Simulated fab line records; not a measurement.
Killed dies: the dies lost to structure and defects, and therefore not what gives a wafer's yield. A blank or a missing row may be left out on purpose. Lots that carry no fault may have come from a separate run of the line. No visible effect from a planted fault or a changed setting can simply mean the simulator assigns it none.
Which tool was responsible? -- flow sky130 -- Sampling: 6 lots, 18 wafers, 2 of 708 route steps

WHAT THE GAUGES READ, wafer by wafer
SKY_SD_N_RS_MEAS_16: measurement is done with a four-point probe.
lot,measured,on,SD_N_RS (ohm/sq)
L310,day 30 08:22,film-metro-03,69.65 69.59 69.63
L315,day 31 01:02,film-metro-02,75.51 75.51 75.47
L318,day 32 00:49,film-metro-04,75.35 75.24 75.31
L321,day 33 02:01,film-metro-02,68.95 69.25 69.25
L326,day 34 11:14,film-metro-02,69.26 69.21 69.19
L328,day 35 02:50,film-metro-04,68.95 69.03 69.00

WHICH TOOL RAN EACH LOT (tool, then ch and the chambers of the sampled wafers, then the start)
lot,SKY_SD_N_RTA_14
L310,"rtp-anneal-01 ch 0, day 30 08:11"
L315,"rtp-anneal-02 ch 0, day 31 00:51"
L318,"rtp-anneal-02 ch 0, day 32 00:37"
L321,"rtp-anneal-01 ch 0, day 33 01:49"
L326,"rtp-anneal-02 ch 0, day 34 11:04"
L328,"rtp-anneal-02 ch 0, day 35 02:40"
- SKY_SD_N_RTA_14: time 2 s.

THE ANSWER, worked out from the rows above alone
Rule: usual is defined by the lots themselves. The widest of any qualifying gaps counts: lots, ordered by their means at a reading, are off when they make up no more than a third of the lots, leave a main group of 4 or more, and stand apart from it by 3 or more times the standard deviation of that group's means. A main group is skipped when, at the precision printed for the reading in the tables above, its means are all equal. A lot without any number at a reading at which 4 lots or more have one is off too. Where the step has rows for the other lots, those lots are counted as sound.
Off: at SKY_SD_N_RS_MEAS_16 (SD_N_RS), L315, L318. Mean 69.25 ohm/sq and standard deviation 0.23 in the main group.
If a tool, at a process step before that reading, ran all the lots that are off and no sound lot after the first of them, it fits. Gauges at SKY_SD_N_RS_MEAS_16: tried the same way as those tools. Not one of the candidates tried fits.

WHAT WAS PUT IN BY THE SIMULATOR
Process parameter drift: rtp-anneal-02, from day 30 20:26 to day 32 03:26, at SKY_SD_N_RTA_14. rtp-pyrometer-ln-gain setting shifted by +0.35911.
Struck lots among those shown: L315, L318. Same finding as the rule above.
